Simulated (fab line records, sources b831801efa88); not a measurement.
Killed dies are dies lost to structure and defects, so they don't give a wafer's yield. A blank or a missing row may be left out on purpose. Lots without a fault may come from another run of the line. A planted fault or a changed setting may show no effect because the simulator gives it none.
fab line records | flow sky130
record lots=24 wafers=72 last_day=50
route steps=708 shown NWELL@79 METAL1@449 VIA3@596 CAP2M@615
lots that met no fault: from a run of the same line without faults
start_h: hours from the record's first day to the start of the lot's first wafer shown | wait_h: hours since the lot's step before | " the same as in the row above | L1.1+2: a row that stands for several wafers | - no value, or no start given | * or withheld: withheld | < > ~ a bound
route shown NAME@n: a module of which the file shows steps, and the number in the route of the first | usual: mean/standard deviation of fault-free wafers | same: alike in all rows | chamber/n: place in a boat | sites: the reading at each site | _std_site: their standard deviation | _edge_site: outer sites' mean less inner sites' | radius_mm: how far each site lies from the wafer's centre | mask NAME#n: copy n | behind: the tool/chamber that last shaped the wafer | hold: why the lot was held/for how many hours/how that ended | device: the transistor (n, p or np) that didn't switch | end of line: the same wafers' tests at the end of the route | a step without rows: its recipe alone | killed: dies lost to structure and defects at the first sort, not the wafer's yield | map: a wafer's dies, x killed, . not, _ none there
set.NAME: the setting as run; set.NAME@STEP: as run at that earlier step | model.NAME: the simulator's own value behind a step, which no gauge read
steps of the route over a sample of lots; a table a step, a row a wafer
services: from which hour (start_h, from the record's first day; less than 0 if before it) a tool's chamber was out of use, for how many hours, and why
## steps
# step SKY_NWELL_TW_MEAS_26
# usual NWELL_2_TW=499/7
# columns lot.wafer tool chamber start_h wait_h NWELL_2_TW
L074.2 film_metro-02 - 101.33 0.1 494
L074.3 " - " " 495
L074.6 " - " " 493
L075.1 film_metro-04 - 106.52 0.1 494
L075.3 " - " " 493
L075.4 " - " " 492
L076.2 film_metro-02 - 111.88 0.1 492
L076.3 " - " " 494
L076.6 " - " " 493
L077.3 film_metro-03 - 118.39 0.1 503
L077.4 " - " " 506
L077.6 " - " " 505
L078.1 film_metro-03 - 127.02 0.1 504
L078.4 " - " " 506
L078.5 " - " " 502
L079.1 film_metro-04 - 138.87 0.1 496
L079.2 " - " " 492
L079.4 " - " " 494
L080.1 film_metro-03 - 143.37 0.1 506
L080.4 " - " " 503
L080.5 " - " " 505
L081.1 film_metro-02 - 153.02 0.1 497
L081.4 " - " " 494
L081.5 " - " " 493
L082.2 film_metro-04 - 155.93 0.1 490
L082.4 " - " " 491
L082.6 " - " " 493
L083.2 film_metro-04 - 163.53 0.1 490
L083.4 " - " " 491
L083.5 " - " " 490
L084.3 film_metro-02 - 166.49 0.1 492
L084.4 " - " " 493
L084.5 " - " " 495
L085.1 film_metro-03 - 174.12 0.1 505
L085.2 " - " " 503
L085.6 " - " " 506
L086.1 film_metro-04 - 180.67 0.1 486
L086.2 " - " " 485
L086.6 " - " " 488
L087.1 film_metro-02 - 182.17 0.1 491
L087.2 " - " " 487
L087.6 " - " " 492
L088.1 film_metro-03 - 188.52 0.1 502
L088.3 " - " " 507
L088.6 " - " " 502
L089.3 film_metro-03 - 193.24 0.1 505
L089.4 " - " " 502
L089.6 " - " " 503
L090.2 film_metro-03 - 199.88 0.1 506
L090.3 " - " " 508
L090.6 " - " " 505
L091.1 film_metro-04 - 205.82 0.1 490
L091.2 " - " " 492
L091.4 " - " " 491
L092.1 film_metro-03 - 212.17 0.1 505
L092.3 " - " " 505
L092.5 " - " " 506
L093.2 film_metro-03 - 219.74 0.1 507
L093.3 " - " " 508
L093.5 " - " " 509
L094.1 film_metro-03 - 229.17 0.1 505
L094.2 " - " " 507
L094.6 " - " " 506
L095.2 film_metro-03 - 230.68 0.1 504
L095.3 " - " " 506
L095.6 " - " " 504
L096.2 film_metro-03 - 234.53 0.1 506
L096.4 " - " " 506
L096.5 " - " " 505
L097.2 film_metro-03 - 246.00 0.1 502
L097.3 " - " " 505
L097.4 " - " " 505
# step SKY_METAL1_CD_MEAS_15
# recipe target_cd_nm=140
# usual cd_nm=140.1/1.8
# columns lot.wafer tool chamber start_h wait_h cd_nm
L074.2 cd_sem-01 - 759.90 - 141.5
L074.3 " - " " 141.1
L074.6 " - " " 143.1
L075.1 cd_sem-01 - 765.58 - 140.0
L075.3 " - " " 140.5
L075.4 " - " " 140.5
L076.2 cd_sem-01 - 766.31 - 137.7
L076.3 " - " " 140.8
L076.6 " - " " 140.1
L077.3 cd_sem-02 - 786.47 - 137.9
L077.4 " - " " 138.8
L077.6 " - " " 139.6
L078.1 cd_sem-02 - 788.88 - 139.3
L078.4 " - " " 137.6
L078.5 " - " " 140.7
L079.1 cd_sem-01 - 810.84 - 138.5
L079.2 " - " " 139.2
L079.4 " - " " 138.6
L080.1 cd_sem-02 - 812.39 - 138.7
L080.4 " - " " 138.9
L080.5 " - " " 139.5
L082.2 cd_sem-01 - 841.35 - 137.8
L082.4 " - " " 139.1
L082.6 " - " " 137.9
L081.1 cd_sem-01 - 844.13 - 142.5
L081.4 " - " " 141.6
L081.5 " - " " 141.0
L084.3 cd_sem-01 - 844.52 - 141.7
L084.4 " - " " 141.2
L084.5 " - " " 141.5
L083.2 cd_sem-01 - 845.45 - 141.9
L083.4 " - " " 139.4
L083.5 " - " " 142.3
L085.1 cd_sem-02 - 850.83 - 138.8
L085.2 " - " " 139.3
L085.6 " - " " 137.3
L086.1 cd_sem-01 - 857.94 - 140.0
L086.2 " - " " 138.3
L086.6 " - " " 140.5
L087.1 cd_sem-02 - 862.09 - 142.7
L087.2 " - " " 142.4
L087.6 " - " " 142.4
L088.1 cd_sem-01 - 867.83 - 139.7
L088.3 " - " " 139.6
L088.6 " - " " 139.6
L089.3 cd_sem-01 - 873.67 - 142.6
L089.4 " - " " 142.6
L089.6 " - " " 142.9
L090.2 cd_sem-01 - 874.15 - 142.5
L090.3 " - " " 140.7
L090.6 " - " " 142.2
L091.1 cd_sem-01 - 892.43 - 136.9
L091.2 " - " " 137.3
L091.4 " - " " 138.7
L092.1 cd_sem-01 - 893.08 - 140.7
L092.3 " - " " 137.9
L092.5 " - " " 140.3
L093.2 cd_sem-01 - 902.30 - 137.8
L093.3 " - " " 139.9
L093.5 " - " " 137.3
L094.1 cd_sem-02 - 913.19 - 139.8
L094.2 " - " " 141.2
L094.6 " - " " 139.8
L095.2 cd_sem-02 - 915.06 - 138.8
L095.3 " - " " 138.5
L095.6 " - " " 138.6
L096.2 cd_sem-02 - 917.67 - 140.0
L096.4 " - " " 139.4
L096.5 " - " " 141.2
L097.2 cd_sem-01 - 930.20 - 141.3
L097.3 " - " " 141.9
L097.4 " - " " 142.4
# step SKY_METAL1_ETCH_18
# recipe chemistry=N2/H2 target=BARC ion_energy_ev=200 bias_w=100 pressure_mtorr=30 n2_flow_sccm=100 h2_flow_sccm=200 icp_w=500 stop_on=SiO2 time_s=45.9 target_depth_a=600
# usual bias_w=99.92/0.29 drypump_motor_current_A=5.6/0.48 oes_product_au=0.854/0.0046 throttle_valve_pct=13.225/0.0086
# columns lot.wafer tool chamber start_h wait_h bias_w drypump_motor_current_A oes_product_au rf_hours_counter_h throttle_valve_pct
L074.2 rie_metal-01 0 760.07 0.0 99.64 6.3 0.850 3 13.229
L074.3 " 0 " " 99.34 6.3 0.855 - 13.216
L074.6 " 0 " " 100.04 6.3 0.858 - 13.222
L075.1 rie_metal-04 1 765.77 0.0 99.95 5.9 0.850 12 13.223
L075.3 " 1 " " 99.89 5.9 0.862 - 13.208
L075.4 " 0 " " 99.64 4.7 0.853 - 13.221
L076.2 rie_metal-03 0 766.47 0.0 99.99 5.6 0.848 1 13.231
L076.3 " 1 " " 99.69 6.0 0.856 - 13.212
L076.6 " 0 " " 100.27 5.6 0.854 - 13.209
L077.3 rie_metal-03 0 786.64 0.0 99.72 5.6 0.849 - 13.219
L077.4 " 1 " " 99.92 6.0 0.852 - 13.236
L077.6 " 0 " " 99.92 5.6 0.849 - 13.223
L078.1 rie_metal-04 1 789.07 0.0 100.27 5.9 0.846 12 13.227
L078.4 " 1 " " 99.82 5.9 0.861 - 13.221
L078.5 " 1 " " 100.20 5.8 0.855 - 13.220
L079.1 rie_metal-01 0 811.02 0.0 100.09 6.3 0.850 5 13.231
L079.2 " 1 " " 98.73 5.2 0.858 13 13.225
L079.4 " 1 " " 99.70 5.2 0.847 - 13.235
L080.1 rie_metal-04 1 812.57 0.0 100.10 5.9 0.848 13 13.233
L080.4 " 0 " " 99.80 4.7 0.850 - 13.234
L080.5 " 0 " " 99.28 4.7 0.857 - 13.219
L082.2 rie_metal-04 1 841.57 0.1 100.15 5.9 0.854 - 13.227
L082.4 " 1 " " 100.34 5.9 0.851 - 13.227
L082.6 " 1 " " 100.32 5.9 0.850 - 13.236
L081.1 rie_metal-03 1 844.32 0.0 99.72 6.0 0.851 6 13.234
L081.4 " 0 " " 100.03 5.6 0.854 - 13.230
L081.5 " 0 " " 99.97 5.6 0.855 - 13.237
L084.3 rie_metal-04 1 844.74 0.1 99.62 5.9 0.855 - 13.223
L084.4 " 1 " " 100.03 5.9 0.859 - 13.211
L084.5 " 1 " " 99.98 5.9 0.848 - 13.227
L083.2 rie_metal-03 0 845.62 0.0 99.37 5.6 0.854 3 13.207
L083.4 " 0 " " 99.58 5.6 0.858 - 13.219
L083.5 " 1 " " 99.95 6.0 0.862 - 13.238
L085.1 rie_metal-03 0 851.02 0.0 99.73 5.6 0.860 4 13.220
L085.2 " 1 " " 100.00 6.0 0.859 7 13.223
L085.6 " 0 " " 99.38 5.6 0.847 - 13.213
L086.1 rie_metal-03 0 858.16 0.1 100.19 5.6 0.858 4 13.233
L086.2 " 0 " " 100.49 5.6 0.854 - 13.215
L086.6 " 0 " " 100.37 5.6 0.849 - 13.217
L087.1 rie_metal-01 1 862.27 0.0 100.00 5.2 0.853 16 13.228
L087.2 " 0 " " 99.98 6.3 0.853 6 13.222
L087.6 " 1 " " 100.25 5.2 0.855 - 13.218
L088.1 rie_metal-03 0 868.05 0.1 100.16 5.6 0.854 5 13.224
L088.3 " 0 " " 100.30 5.6 0.850 - 13.216
L088.6 " 0 " " 99.88 5.6 0.851 - 13.216
L089.3 rie_metal-04 0 873.84 0.0 99.94 4.7 0.851 - 13.219
L089.4 " 1 " " 99.67 5.9 0.861 - 13.236
L089.6 " 0 " " 100.18 4.7 0.856 - 13.225
L090.2 rie_metal-01 0 874.32 0.0 100.03 6.3 0.855 7 13.232
L090.3 " 0 " " 99.88 6.3 0.856 - 13.221
L090.6 " 0 " " 100.02 6.3 0.861 - 13.236
L091.1 rie_metal-04 1 892.62 0.0 99.90 5.9 0.851 1 13.219
L091.2 " 0 " " 99.81 4.7 0.854 13 13.231
L091.4 " 1 " " 100.04 5.9 0.859 - 13.240
L092.1 rie_metal-03 1 893.27 0.0 100.10 6.0 0.850 8 13.246
L092.3 " 1 " " 100.18 6.0 0.852 - 13.226
L092.5 " 1 " " 100.05 6.0 0.848 - 13.229
L093.2 rie_metal-03 1 902.47 0.0 100.04 6.0 0.853 8 13.240
L093.3 " 0 " " 100.27 5.6 0.856 - 13.234
L093.5 " 1 " " 100.49 6.0 0.850 - 13.218
L094.1 rie_metal-04 1 913.38 0.0 100.21 5.9 0.851 2 13.231
L094.2 " 0 " " 100.03 4.7 0.852 14 13.229
L094.6 " 0 " " 99.79 4.7 0.855 - 13.234
L095.2 rie_metal-01 0 915.28 0.1 99.69 6.3 0.853 - 13.232
L095.3 " 0 " " 99.48 6.3 0.860 - 13.230
L095.6 " 0 " " 99.97 6.3 0.849 - 13.228
L096.2 rie_metal-04 0 917.84 0.0 99.86 4.7 0.845 14 13.228
L096.4 " 0 " " 99.93 4.7 0.857 - 13.240
L096.5 " 0 " " 99.88 4.7 0.851 - 13.231
L097.2 rie_metal-03 0 930.37 0.0 100.08 5.6 0.857 8 13.234
L097.3 " 0 " " 100.13 5.6 0.850 - 13.206
L097.4 " 1 " " 99.62 5.9 0.854 - 13.229
# step SKY_METAL1_STRIP_20
# recipe chemistry=O2/N2 power_w=1400 pressure_mtorr=1500 platen_temp_c=withheld o2_flow_sccm=3000 n2_flow_sccm=300 overash_fraction=0.5
# usual drypump_motor_current_A=5.7/0.7 oes_product_au=0.342/0.0058 strip_time_to_endpoint_s=2.66/0.086
# columns lot.wafer tool chamber start_h wait_h drypump_motor_current_A oes_product_au rf_hours_counter_h strip_time_to_endpoint_s
L074.2 plasma_asher-03 1 760.22 0.1 5.4 0.355 35 2.73
L074.3 " 0 " " 5.8 0.342 - 2.74
L074.6 " 0 " " 5.8 0.349 - 2.77
L075.1 plasma_asher-01 1 765.92 0.1 6.2 0.349 63 2.69
L075.3 " 0 " " 5.2 0.346 - 2.68
L075.4 " 1 " " 6.2 0.339 - 2.70
L076.2 plasma_asher-03 0 766.63 0.1 5.8 0.336 36 2.57
L076.3 " 1 " " 5.5 0.354 - 2.80
L076.6 " 1 " " 5.5 0.351 - 2.60
L077.3 plasma_asher-03 0 786.81 0.1 5.8 0.332 - 2.52
L077.4 " 1 " " 5.4 0.353 - 2.74
L077.6 " 1 " " 5.5 0.343 - 2.55
L078.1 plasma_asher-04 1 789.22 0.1 4.7 0.341 2 2.70
L078.4 " 0 " " 6.7 0.350 - 2.65
L078.5 " 1 " " 4.7 0.344 - 2.69
L079.1 plasma_asher-03 0 811.18 0.1 5.8 0.345 39 2.77
L079.2 " 1 " " 5.5 0.341 39 2.70
L079.4 " 1 " " 5.4 0.338 - 2.69
L080.1 plasma_asher-04 1 812.73 0.1 4.7 0.343 4 2.69
L080.4 " 0 " " 6.7 0.344 - 2.70
L080.5 " 0 " " 6.7 0.347 - 2.71
L082.2 plasma_asher-03 1 841.86 0.1 5.5 0.341 43 2.67
L082.4 " 0 " " 5.8 0.343 - 2.68
L082.6 " 0 " " 5.8 0.342 - 2.67
L081.1 plasma_asher-03 0 844.47 0.1 5.8 0.342 43 2.77
L081.4 " 0 " " 5.8 0.338 - 2.51
L081.5 " 0 " " 5.7 0.335 - 2.51
L084.3 plasma_asher-04 1 845.04 0.1 4.7 0.342 - 2.69
L084.4 " 0 " " 6.7 0.346 - 2.67
L084.5 " 1 " " 4.7 0.339 - 2.69
L083.2 plasma_asher-01 0 845.77 0.1 5.2 0.337 71 2.49
L083.4 " 1 " " 6.2 0.335 - 2.51
L083.5 " 0 " " 5.2 0.338 - 2.76
L085.1 plasma_asher-01 1 851.17 0.1 6.2 0.336 71 2.52
L085.2 " 0 " " 5.3 0.347 71 2.78
L085.6 " 0 " " 5.3 0.337 - 2.52
L086.1 plasma_asher-03 0 858.46 0.1 5.8 0.341 45 2.51
L086.2 " 1 " " 5.4 0.338 45 2.58
L086.6 " 0 " " 5.8 0.332 - 2.53
L087.1 plasma_asher-01 1 862.43 0.1 6.2 0.339 72 2.67
L087.2 " 0 " " 5.2 0.341 72 2.73
L087.6 " 0 " " 5.3 0.337 - 2.66
L088.1 plasma_asher-04 1 868.36 0.1 4.7 0.332 9 2.53
L088.3 " 0 " " 6.7 0.345 - 2.53
L088.6 " 0 " " 6.7 0.328 - 2.54
L089.3 plasma_asher-01 1 874.01 0.1 6.2 0.349 - 2.73
L089.4 " 0 " " 5.2 0.337 - 2.69
L089.6 " 0 " " 5.2 0.344 - 2.72
L090.2 plasma_asher-04 0 874.47 0.1 6.7 0.337 10 2.70
L090.3 " 1 " " 4.7 0.342 - 2.71
L090.6 " 0 " " 6.7 0.347 - 2.71
L091.1 plasma_asher-04 0 892.77 0.1 6.7 0.340 11 2.64
L091.2 " 1 " " 4.6 0.344 11 2.72
L091.4 " 1 " " 4.7 0.340 - 2.62
L092.1 plasma_asher-04 0 893.42 0.1 6.7 0.338 12 2.75
L092.3 " 0 " " 6.7 0.349 - 2.76
L092.5 " 0 " " 6.7 0.349 - 2.73
L093.2 plasma_asher-04 1 902.62 0.1 4.7 0.341 13 2.75
L093.3 " 0 " " 6.7 0.336 - 2.56
L093.5 " 1 " " 4.7 0.343 - 2.73
L094.1 plasma_asher-04 0 913.53 0.1 6.7 0.340 14 2.64
L094.2 " 1 " " 4.7 0.341 14 2.66
L094.6 " 1 " " 4.7 0.354 - 2.70
L095.2 plasma_asher-01 1 915.56 0.1 6.2 0.353 78 2.73
L095.3 " 1 " " 6.2 0.343 - 2.73
L095.6 " 1 " " 6.2 0.345 - 2.71
L096.2 plasma_asher-04 1 917.99 0.1 4.7 0.348 14 2.70
L096.4 " 0 " " 6.7 0.342 - 2.69
L096.5 " 0 " " 6.7 0.342 - 2.68
L097.2 plasma_asher-01 0 930.52 0.1 5.2 0.342 79 2.47
L097.3 " 0 " " 5.2 0.323 - 2.45
L097.4 " 1 " " 6.2 0.342 - 2.73
# step SKY_VIA3_THK_MEAS_23
# recipe thk_meas_gauge=xrf reads=W_of_VIA3_CVD_21
# usual VIA3_W_THK=397/8.9
# columns lot.wafer tool chamber start_h wait_h VIA3_W_THK[nm]
L074.2 film_metro-02 - 926.73 0.1 392
L074.3 " - " " 396
L074.6 " - " " 384
L075.1 film_metro-04 - 930.23 0.1 413
L075.3 " - " " 403
L075.4 " - " " 411
L076.2 film_metro-01 - 932.35 0.1 387
L076.3 " - " " 391
L076.6 " - " " 391
L077.3 film_metro-01 - 949.86 0.1 392
L077.4 " - " " 382
L077.6 " - " " 389
L078.1 film_metro-01 - 951.59 0.1 384
L078.4 " - " " 380
L078.5 " - " " 393
L079.1 film_metro-02 - 971.93 0.1 389
L079.2 " - " " 402
L079.4 " - " " 405
L080.1 film_metro-02 - 973.28 0.1 400
L080.4 " - " " 399
L080.5 " - " " 400
L082.2 film_metro-02 - 1001.03 0.1 380
L082.4 " - " " 402
L082.6 " - " " 387
L081.1 film_metro-04 - 1003.01 0.1 407
L081.4 " - " " 396
L081.5 " - " " 397
L084.3 film_metro-04 - 1003.56 0.1 393
L084.4 " - " " 411
L084.5 " - " " 394
L083.2 film_metro-02 - 1003.87 0.1 398
L083.4 " - " " 396
L083.5 " - " " 388
L085.1 film_metro-02 - 1009.22 0.1 395
L085.2 " - " " 388
L085.6 " - " " 391
L086.1 film_metro-02 - 1014.40 0.1 387
L086.2 " - " " 402
L086.6 " - " " 400
L087.1 film_metro-02 - 1016.34 0.1 392
L087.2 " - " " 400
L087.6 " - " " 401
L088.1 film_metro-04 - 1023.37 0.1 413
L088.3 " - " " 394
L088.6 " - " " 398
L089.3 film_metro-02 - 1028.31 0.1 396
L089.4 " - " " 410
L089.6 " - " " 392
L090.2 film_metro-01 - 1029.79 0.1 385
L090.3 " - " " 398
L090.6 " - " " 399
L091.1 film_metro-04 - 1043.54 0.1 414
L091.2 " - " " 402
L091.4 " - " " 408
L092.1 film_metro-04 - 1044.09 0.1 410
L092.3 " - " " 405
L092.5 " - " " 398
L093.2 film_metro-02 - 1054.15 0.1 388
L093.3 " - " " 399
L093.5 " - " " 383
L094.1 film_metro-04 - 1061.66 0.1 400
L094.2 " - " " 413
L094.6 " - " " 399
L095.2 film_metro-04 - 1064.38 0.1 404
L095.3 " - " " 410
L095.6 " - " " 409
L096.2 film_metro-02 - 1066.08 0.1 404
L096.4 " - " " 404
L096.5 " - " " 386
L097.2 film_metro-04 - 1078.00 0.1 403
L097.3 " - " " 395
L097.4 " - " " 417
# step SKY_CAP2M_OVL_MEAS_12
# usual CAP2M_OVL=0.2/1.5
# columns lot.wafer tool chamber start_h wait_h CAP2M_OVL[nm]
L074.2 overlay-01 - 951.39 0.1 -2.3
L074.3 " - " " -1.6
L074.6 " - " " -0.6
L075.1 overlay-02 - 954.78 0.1 1.6
L075.3 " - " " 1.9
L075.4 " - " " 2.3
L076.2 overlay-01 - 956.84 0.1 1.1
L076.3 " - " " 0.8
L076.6 " - " " -1.1
L077.3 overlay-02 - 974.45 0.1 1.3
L077.4 " - " " 0.9
L077.6 " - " " -0.5
L078.1 overlay-02 - 976.73 0.1 0.5
L078.4 " - " " 0.3
L078.5 " - " " 1.9
L079.1 overlay-02 - 995.79 0.1 -0.1
L079.2 " - " " 1.8
L079.4 " - " " 1.9
L080.1 overlay-02 - 997.68 0.1 0.2
L080.4 " - " " -0.5
L080.5 " - " " 0.8
L082.2 overlay-01 - 1024.34 0.1 -1.3
L082.4 " - " " -0.3
L082.6 " - " " -1.2
L081.1 overlay-01 - 1025.83 0.1 -2.3
L081.4 " - " " -3.9
L081.5 " - " " -0.1
L084.3 overlay-02 - 1027.25 0.1 -1.1
L084.4 " - " " 0.0
L084.5 " - " " -3.4
L083.2 overlay-01 - 1027.54 0.1 -0.5
L083.4 " - " " -1.4
L083.5 " - " " 1.4
L085.1 overlay-02 - 1031.99 0.1 1.0
L085.2 " - " " 1.0
L085.6 " - " " 1.2
L086.1 overlay-01 - 1037.44 0.1 2.4
L086.2 " - " " 2.0
L086.6 " - " " -0.4
L087.1 overlay-02 - 1039.64 0.1 1.3
L087.2 " - " " 2.3
L087.6 " - " " 2.8
L088.1 overlay-02 - 1046.19 0.1 1.6
L088.3 " - " " 2.5
L088.6 " - " " 2.6
L089.3 overlay-01 - 1051.70 0.1 -1.3
L089.4 " - " " 1.2
L089.6 " - " " -0.7
L090.2 overlay-02 - 1053.29 0.1 2.0
L090.3 " - " " 0.1
L090.6 " - " " 2.6
L091.1 overlay-01 - 1065.94 0.1 -2.8
L091.2 " - " " -1.2
L091.4 " - " " -2.1
L092.1 overlay-01 - 1066.84 0.1 -0.9
L092.3 " - " " 0.2
L092.5 " - " " -0.7
L093.2 overlay-01 - 1075.84 0.1 -2.2
L093.3 " - " " -0.3
L093.5 " - " " -0.8
L094.1 overlay-01 - 1083.13 0.1 0.0
L094.2 " - " " 0.8
L094.6 " - " " 1.1
L095.2 overlay-01 - 1085.69 0.1 0.3
L095.3 " - " " -0.4
L095.6 " - " " -0.2
L096.2 overlay-01 - 1087.89 0.1 1.6
L096.4 " - " " 1.5
L096.5 " - " " 1.3
L097.2 overlay-02 - 1098.94 0.1 -0.2
L097.3 " - " " -0.4
L097.4 " - " " 1.1
## services
# columns tool chamber start_h hours kind
plasma_asher-04 0 742.75 - clean
plasma_asher-04 1 742.75 - clean
plasma_asher-04 - 744.85 21.2 pm
rie_metal-01 - 767.22 2.8 pm
rie_metal-03 0 791.72 5.9 repair
plasma_asher-01 - 800.76 2.8 pm
rie_metal-01 0 820.17 21.8 repair
plasma_asher-04 - 828.36 8.5 repair
rie_metal-04 - 828.47 1.1 repair
rie_metal-04 0 833.46 16.5 repair
rie_metal-03 - 833.72 0.3 repair
rie_metal-04 1 851.92 - clean
rie_metal-04 1 851.92 17.3 scheduled_down
rie_metal-04 1 851.92 17.3 vent_cycle
rie_metal-03 1 856.02 15.8 repair
plasma_asher-04 - 861.87 2.8 pm
rie_metal-01 1 903.78 - clean
rie_metal-01 1 903.78 18.3 scheduled_down
rie_metal-01 1 903.78 18.3 vent_cycle
## key
fault none
